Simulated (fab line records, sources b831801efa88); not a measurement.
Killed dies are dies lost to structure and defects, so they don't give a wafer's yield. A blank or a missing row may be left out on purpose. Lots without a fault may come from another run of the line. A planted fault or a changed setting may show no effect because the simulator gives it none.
fab line records | flow sky130
record lots=6 wafers=17 last_day=50
route steps=708 shown VIA1@467
lots that met no fault: from a run of the same line without faults
start_h: hours from the record's first day to the start of the lot's first wafer shown | wait_h: hours since the lot's step before | " the same as in the row above | L1.1+2: a row that stands for several wafers | - no value, or no start given | * or withheld: withheld | < > ~ a bound
route shown NAME@n: a module of which the file shows steps, and the number in the route of the first | usual: mean/standard deviation of fault-free wafers | same: alike in all rows | chamber/n: place in a boat | sites: the reading at each site | _std_site: their standard deviation | _edge_site: outer sites' mean less inner sites' | radius_mm: how far each site lies from the wafer's centre | mask NAME#n: copy n | behind: the tool/chamber that last shaped the wafer | hold: why the lot was held/for how many hours/how that ended | device: the transistor (n, p or np) that didn't switch | end of line: the same wafers' tests at the end of the route | a step without rows: its recipe alone | killed: dies lost to structure and defects at the first sort, not the wafer's yield | map: a wafer's dies, x killed, . not, _ none there
set.NAME: the setting as run; set.NAME@STEP: as run at that earlier step | model.NAME: the simulator's own value behind a step, which no gauge read
lots at some steps of the route; a table a step, a row a wafer
services: from which hour (start_h, from the record's first day; less than 0 if before it) a tool's chamber was out of use, for how many hours, and why
## steps
# step SKY_VIA1_EXPOSE_09
# recipe mask_id=VIM na=0.8 source_shape=annular sigma_inner=0.55 sigma_outer=0.85 target_cd_nm=150 dose_mj=38
# step SKY_VIA1_PEB_10
# recipe peb_temp_c=withheld peb_time_s=withheld resist=KrF-thick
# step SKY_VIA1_DEVELOP_11
# recipe develop_time_s=60 resist=KrF-thick dev_temp_c=21
# step SKY_VIA1_CD_MEAS_12
# recipe target_cd_nm=150
# usual cd_nm=150.0/1.9
# columns lot.wafer tool chamber start_h wait_h cd_nm
L680.1 cd_sem-02 - 798.08 - 151.4
L680.2 " - " " 151.5
L680.4 " - " " 150.7
L685.3 cd_sem-02 - 865.16 - 151.1
L685.6 " - " " 151.5
L690.1 cd_sem-02 - 884.52 - 151.8
L690.4 " - " " 152.1
L690.5 " - " " 151.6
L693.1 cd_sem-02 - 896.53 - 148.5
L693.4 " - " " 148.0
L693.5 " - " " 149.0
L699.3 cd_sem-02 - 937.58 - 148.7
L699.4 " - " " 149.6
L699.5 " - " " 150.8
L703.1 cd_sem-01 - 964.34 - 152.7
L703.2 " - " " 151.1
L703.3 " - " " 152.8
# step SKY_VIA1_OVL_MEAS_13
# usual VIA1_OVL=3/5
# columns lot.wafer tool chamber start_h wait_h VIA1_OVL[nm]
L680.1 overlay-02 - 798.20 0.1 6
L680.2 " - " " 1
L680.4 " - " " -1
L685.3 overlay-02 - 865.25 0.1 12
L685.6 " - " " 1
L690.1 overlay-01 - 884.64 0.1 -1
L690.4 " - " " -4
L690.5 " - " " 1
L693.1 overlay-01 - 896.65 0.1 7
L693.4 " - " " 5
L693.5 " - " " 12
L699.3 overlay-02 - 937.67 0.1 4
L699.4 " - " " 5
L699.5 " - " " 6
L703.1 overlay-02 - 964.46 0.1 9
L703.2 " - " " 7
L703.3 " - " " 12
# step SKY_VIA1_ETCH_14
# recipe chemistry=N2/H2 target=BARC ion_energy_ev=200 source_w=500 bias_w=100 pressure_mtorr=30 n2_flow_sccm=100 h2_flow_sccm=200 stop_on=SiO2 time_s=45.9 target_depth_a=600
# usual drypump_motor_current_A=5.6/0.44 oes_product_au=0.855/0.0049 throttle_valve_pct=13.225/0.0093
# columns lot.wafer tool chamber start_h wait_h drypump_motor_current_A oes_product_au rf_hours_counter_h throttle_valve_pct
L680.1 rie_diel-01 0 798.24 0.0 5.0 0.854 11 13.226
L680.2 " 1 " " 5.6 0.851 4 13.227
L680.4 " 3 " " 6.0 0.859 6 13.239
L685.3 rie_diel-01 2 865.28 0.0 5.7 0.848 7 13.218
L685.6 " 1 " " 5.6 0.860 - 13.217
L690.1 rie_diel-03 1 884.68 0.0 5.4 0.847 10 13.233
L690.4 " 2 " " 5.1 0.855 12 13.246
L690.5 " 1 " " 5.4 0.861 - 13.216
L693.1 rie_diel-04 1 896.69 0.0 6.3 0.860 4 13.215
L693.4 " 2 " " 5.0 0.848 12 13.220
L693.5 " 2 " " 5.0 0.860 - 13.240
L699.3 rie_diel-03 1 937.69 0.0 5.4 0.855 11 13.226
L699.4 " 2 " " 5.1 0.855 14 13.217
L699.5 " 0 " " 6.3 0.860 - 13.217
L703.1 rie_diel-01 1 964.49 0.0 5.7 0.858 8 13.239
L703.2 " 3 " " 6.0 0.855 11 13.220
L703.3 " 2 " " 5.6 0.854 9 13.224
# step SKY_VIA1_ETCH_15
# recipe target=SiO2 chemistry=C4F8/O2/Ar target_depth_nm=351 stop_on=TiN mask_material=KrF-thick source_w=1500 bias_w=1200 pressure_mtorr=40 c4f8_flow_sccm=withheld O2_flow_sccm=6 Ar_flow_sccm=300 time_s=54
# usual oes_product_au=0.982/0.0056
# columns lot.wafer tool chamber start_h wait_h oes_product_au rf_hours_counter_h
L680.1 rie_diel-01 0 798.28 0.0 0.995 12
L680.2 " 1 " " 0.990 4
L680.4 " 3 " " 0.970 6
L685.3 rie_diel-01 2 865.32 0.0 0.976 7
L685.6 " 1 " " 0.978 -
L690.1 rie_diel-03 1 884.72 0.0 0.981 10
L690.4 " 2 " " 0.982 12
L690.5 " 1 " " 0.984 -
L693.1 rie_diel-04 1 896.73 0.0 0.979 4
L693.4 " 2 " " 0.982 12
L693.5 " 2 " " 0.988 -
L699.3 rie_diel-03 1 937.73 0.0 0.985 11
L699.4 " 2 " " 0.986 14
L699.5 " 0 " " 0.979 -
L703.1 rie_diel-01 1 964.53 0.0 0.979 8
L703.2 " 3 " " 0.975 11
L703.3 " 2 " " 0.985 9
# step SKY_VIA1_STRIP_16
# recipe chemistry=O2/N2 power_w=1400 pressure_mtorr=1500 platen_temp_c=withheld o2_flow_sccm=3000 n2_flow_sccm=300 overash_fraction=0.5
# usual drypump_motor_current_A=5.67/0.3 oes_product_au=0.415/0.0046 strip_time_to_endpoint_s=4.452/0.022
# columns lot.wafer tool chamber start_h wait_h drypump_motor_current_A oes_product_au rf_hours_counter_h strip_time_to_endpoint_s
L680.1 plasma_asher-03 1 798.33 0.0 5.83 0.422 36 4.409
L680.2 " 0 " " 5.43 0.422 36 4.453
L680.4 " 0 " " 5.44 0.419 - 4.488
L685.3 plasma_asher-04 0 865.40 0.1 5.68 0.421 - 4.461
L685.6 " 1 " " 5.32 0.414 - 4.440
L690.1 plasma_asher-04 0 884.77 0.0 5.69 0.417 78 4.461
L690.4 " 0 " " 5.70 0.413 - 4.471
L690.5 " 1 " " 5.33 0.418 - 4.478
L693.1 plasma_asher-03 0 896.78 0.0 5.46 0.417 44 4.462
L693.4 " 1 " " 5.90 0.410 - 4.437
L693.5 " 0 " " 5.41 0.418 - 4.432
L699.3 plasma_asher-01 1 937.81 0.1 5.79 0.425 - 4.449
L699.4 " 0 " " 6.31 0.417 - 4.461
L699.5 " 1 " " 5.78 0.416 - 4.444
L703.1 plasma_asher-03 0 964.58 0.0 5.41 0.418 51 4.475
L703.2 " 1 " " 5.82 0.425 51 4.516
L703.3 " 1 " " 5.84 0.408 - 4.480
# step SKY_VIA1_STRIP_17
# recipe chemistry=post_etch_residue_remover time_s=1200 temp_c=72.5
# step SKY_VIA1_CLEAN_18
# recipe chemistry=IPA time_s=180 temp_c=25
# step SKY_VIA1_CLEAN_19
# recipe chemistry=O3/DIW dry=n2_spin
# step SKY_VIA1_SPUTTER_20
# recipe material=TiN target_thk_nm=20 chamber_pressure_pa=5 power_w=4000 time_s=80
# usual throttle_valve_pct=30.2/1.3
# columns lot.wafer tool chamber start_h wait_h throttle_valve_pct
L680.1 pvd_sputter-01 - 798.92 0.0 30.7
L680.2 " - " " 29.8
L680.4 " - " " 30.0
L685.3 pvd_sputter-01 - 866.01 0.0 28.5
L685.6 " - " " 28.3
L690.1 pvd_sputter-02 - 885.40 0.0 30.6
L690.4 " - " " 28.8
L690.5 " - " " 30.9
L693.1 pvd_sputter-02 - 897.37 0.0 32.0
L693.4 " - " " 31.0
L693.5 " - " " 31.1
L699.3 pvd_sputter-04 - 938.38 0.0 28.8
L699.4 " - " " 31.4
L699.5 " - " " 29.3
L703.1 pvd_sputter-01 - 965.20 0.0 30.1
L703.2 " - " " 30.1
L703.3 " - " " 28.1
# step SKY_VIA1_CVD_21
# recipe material=W target_thk_nm=270 time_s=80.902 temp_c=400 pressure_torr=40
# usual chamber_pressure_Torr=40.01/0.097 heater_power_w=811/41
# columns lot.wafer tool chamber start_h wait_h chamber_pressure_Torr heater_power_w model.W_of_VIA1_CVD_21.thk_nm
L680.1 cvd_w-02 0 798.98 0.0 40.10 848 273.9
L680.2 " 1 " " 40.03 800 272.9
L680.4 " 0 " " 40.02 851 277.2
L685.3 cvd_w-02 0 866.10 0.1 34.80 843 254.7
L685.6 " 0 " " 34.85 865 256.5
L690.1 cvd_w-02 1 885.46 0.0 40.04 809 265.5
L690.4 " 0 " " 35.11 860 253.4
L690.5 " 0 " " 34.86 863 253
L693.1 cvd_w-01 1 897.44 0.0 39.93 824 272.8
L693.4 " 1 " " 39.90 850 273.5
L693.5 " 1 " " 39.94 836 272.7
L699.3 cvd_w-01 1 938.47 0.1 39.91 838 267.8
L699.4 " 0 " " 40.15 760 263.8
L699.5 " 1 " " 39.96 855 266.2
L703.1 cvd_w-01 0 965.26 0.0 40.02 778 267.2
L703.2 " 1 " " 40.01 853 273.2
L703.3 " 1 " " 39.84 870 271.5
# step SKY_VIA1_RS_MEAS_22
# recipe thk_meas_gauge=four-point-probe reads=W_of_VIA1_CVD_21+TiN_of_VIA1_SPUTTER_20
# usual VIA1_W_RS=0.426/0.0051
# columns lot.wafer tool chamber start_h wait_h VIA1_W_RS[ohm/sq]
L680.1 film_metro-03 - 799.07 0.1 0.421
L680.2 " - " " 0.422
L680.4 " - " " 0.415
L685.3 film_metro-04 - 866.20 0.1 0.452
L685.6 " - " " 0.449
L690.1 film_metro-02 - 885.55 0.1 0.433
L690.4 " - " " 0.455
L690.5 " - " " 0.456
L693.1 film_metro-04 - 897.53 0.1 0.423
L693.4 " - " " 0.421
L693.5 " - " " 0.422
L699.3 film_metro-02 - 938.57 0.1 0.430
L699.4 " - " " 0.436
L699.5 " - " " 0.431
L703.1 film_metro-03 - 965.36 0.1 0.431
L703.2 " - " " 0.422
L703.3 " - " " 0.424
# step SKY_VIA1_THK_MEAS_23
# recipe thk_meas_gauge=xrf reads=W_of_VIA1_CVD_21
# usual VIA1_W_THK=276/5
# columns lot.wafer tool chamber start_h wait_h VIA1_W_THK[nm]
L680.1 film_metro-03 - 799.19 0.1 283
L680.2 " - " " 279
L680.4 " - " " 284
L685.3 film_metro-04 - 866.30 0.1 262
L685.6 " - " " 265
L690.1 film_metro-02 - 885.67 0.1 269
L690.4 " - " " 255
L690.5 " - " " 255
L693.1 film_metro-04 - 897.65 0.1 281
L693.4 " - " " 282
L693.5 " - " " 280
L699.3 film_metro-02 - 938.67 0.1 268
L699.4 " - " " 265
L699.5 " - " " 267
L703.1 film_metro-03 - 965.48 0.1 280
L703.2 " - " " 288
L703.3 " - " " 286
# step SKY_VIA1_CMP_24
# recipe stop_on=SiO2 t_overpolish_s=15 down_force_psi=3.5 platen_rpm=60 target_thk_nm=0 pad_velocity_m_s=0.94248
# usual motor_current_A=11.4/1.3
# columns lot.wafer tool chamber start_h wait_h motor_current_A
L680.2 cmp-01 0 799.25 0.0 8.9
L680.1 " 2 " " 12.5
L680.4 " 3 " " 9.4
L685.3 cmp-01 3 866.49 0.2 9.4
L685.6 " 1 " " 12.1
L690.4 cmp-01 3 885.73 0.0 9.2
L690.1 " 0 " " 9.7
L690.5 " 3 " " 9.6
L693.1 cmp-02 3 897.71 0.1 12.3
L693.4 " 2 " " 11.7
L693.5 " 3 " " 12.2
L699.4 cmp-02 1 938.76 0.1 12.8
L699.3 " 2 " " 11.1
L699.5 " 1 " " 12.4
L703.3 cmp-02 2 965.54 0.0 12.7
L703.2 " 0 " " 11.8
L703.1 " 1 " " 13.4
## services
# columns tool chamber start_h hours kind
cmp-02 - 784.72 1.5 repair
rie_diel-01 3 786.16 5.0 repair
rie_diel-03 0 796.75 4.4 repair
cvd_w-01 - 799.95 2.8 pm
rie_diel-01 0 805.04 28.1 repair
pvd_sputter-01 - 819.52 3.0 repair
cmp-01 - 831.57 1.0 repair
plasma_asher-03 - 844.57 17.3 repair
cvd_w-01 0 851.44 5.0 repair
plasma_asher-03 - 853.13 0.9 repair
rie_diel-01 - 858.90 0.3 repair
rie_diel-01 2 869.51 2.4 repair
cmp-01 - 898.91 0.6 repair
cmp-01 - 899.61 5.9 pm
cvd_w-02 - 904.00 14.0 pm
rie_diel-01 - 912.30 15.6 pm
cmp-01 - 913.77 4.0 pm
rie_diel-01 1 931.66 3.2 repair
rie_diel-03 3 937.78 2.5 repair
cvd_w-02 1 938.39 9.0 repair
rie_diel-03 0 942.42 5.4 repair
pvd_sputter-01 - 944.01 3.1 repair
cmp-01 - 949.93 0.9 repair
cmp-01 - 958.95 3.0 pm
## key
first_sign step=SKY_VIA1_CVD_21 reading=chamber_pressure_Torr direction=down sigmas=53 usual=40.01 struck=34.90
effect step=SKY_VIA1_RS_MEAS_22 reading=VIA1_W_RS direction=up sigmas=5.3 usual=0.426 struck=0.453
effect step=SKY_VIA1_THK_MEAS_23 reading=VIA1_W_THK direction=down sigmas=3.5 usual=276 struck=259
model_effect step=SKY_VIA1_CVD_21 value=W_of_VIA1_CVD_21.thk_nm without=272.1 struck=254.4
met_at SKY_VIA1_CVD_21
struck_wafers L685.3,L685.6,L690.4,L690.5
rows_end L685.3,L685.6
onset_between 798.98 866.10
fault kind=process_parameter_drift tool=cvd_w-02 chamber=0 onset_h=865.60 steps=SKY_VIA1_CVD_21 channel=pressure_torr offset=-5.077 shape=step acts_in=these_recipes_only stated=40
# rows_end: these wafers met a further fault down the route, and their rows from its step on are left out
